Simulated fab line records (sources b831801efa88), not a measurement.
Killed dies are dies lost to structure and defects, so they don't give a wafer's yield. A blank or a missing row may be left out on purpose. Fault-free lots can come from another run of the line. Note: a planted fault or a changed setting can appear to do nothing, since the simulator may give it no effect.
What tool caused it?    flow sky130    at 1 step of a route of 708, 12 lots with 36 wafers sampled

WHAT EACH GAUGE READ, for each wafer
SKY_VT_ADJUST_LVTN_TW_MEAS_21.
lot   measured      on             VT_ADJUST_LVTN_2_TW
L075  day 8 02:22   film metro-01  189.8 190.1 189.2
L077  day 8 17:04   film metro-02  188.0 188.8 187.8
L079  day 9 06:38   film metro-01  191.1 191.2 192.0
L081  day 9 19:34   film metro-01  191.2 191.7 191.3
L083  day 10 07:32  film metro-02  187.6 188.3 188.9
L085  day 10 21:24  film metro-04  187.3 187.6 187.2
L087  day 11 09:10  film metro-04  186.9 186.4 186.9
L089  day 12 01:39  film metro-01  189.2 189.8 189.8
L091  day 12 21:17  film metro-01  188.8 189.2 188.7
L093  day 13 12:32  film metro-01  189.0 189.2 189.0
L095  day 13 22:02  film metro-01  188.6 189.8 188.5
L097  day 14 08:52  film metro-04  186.6 186.9 186.9

EACH LOT AND THE TOOL THAT RAN IT (in order: tool; ch and the chambers of the sampled wafers; start)
There is no process step in the record ahead of these readings.

THE ANSWER, worked out from the rows above alone
Rule: what is usual is taken from the lots themselves. The widest of any qualifying gaps counts: lots, ordered by their means at a reading, are off when they make up no more than a third of the lots, leave a main group of 4 or more, and stand apart from it by 3 or more times the standard deviation of that group's means. The tables above print the reading to a certain number of digits; a main group whose means all agree to those digits is not used. Also off: a lot with no number at a reading for which 4 or more lots have one. All remaining lots with rows at the step are treated as sound.
None of the lots is off at any reading shown; this tells nothing.

WHAT WAS PUT IN BY THE SIMULATOR
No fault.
